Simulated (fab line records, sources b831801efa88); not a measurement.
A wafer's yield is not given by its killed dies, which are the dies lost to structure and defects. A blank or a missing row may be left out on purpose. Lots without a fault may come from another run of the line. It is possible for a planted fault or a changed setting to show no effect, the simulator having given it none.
Matching of chambers -- flow sfq line -- 4 sister chambers for SFQ_TRILAYER_I7_CMP_CMP_184 on cmp-01
The step polishes SiO2. 4 wafers are shown with their chamber, then 7 later ones without.

## EACH WAFER AND ITS CHAMBER
wafer,chamber,motor current A (A)
L515.2,2,8.8
L515.4,0,11.8
L518.4,3,10.4
L518.2,1,9.7

## WAFERS MISSING THEIR CHAMBER
wafer,motor current A (A)
L518.6,9.3
L521.1,12.6
L521.5,12.4
L521.6,9.5
L524.1,12.6
L524.4,8.3
L524.5,11.1

## WHICH CHAMBER EACH ONE RAN IN
wafer,from the rows above,in truth
L518.6,can't be placed: 1 or 2 or 3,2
L521.1,0,0
L521.5,0,0
L521.6,can't be placed: 1 or 2 or 3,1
L524.1,0,0
L524.4,can't be placed: 2 or 1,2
L524.5,can't be placed: 3 or 0 or 1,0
Placed correctly: 3 of 7. From these rows, 4 cannot be placed; in 4 the true chamber is one of the candidates. Wrongly placed: 0.
How it was worked out, from the rows above alone: a wafer's distance from a chamber is the root of the sum, over the readings, of the square of ((its reading less the chamber's mean) divided by the reading's scatter). The wafer belongs to the nearest chamber; if the next one is less than 2 further off, it can't be placed. The mean given for a chamber averages the wafers shown for that chamber. The scatter: root of mean squared gap, hidden wafer to nearest shown wafer, with one shown wafer a chamber.
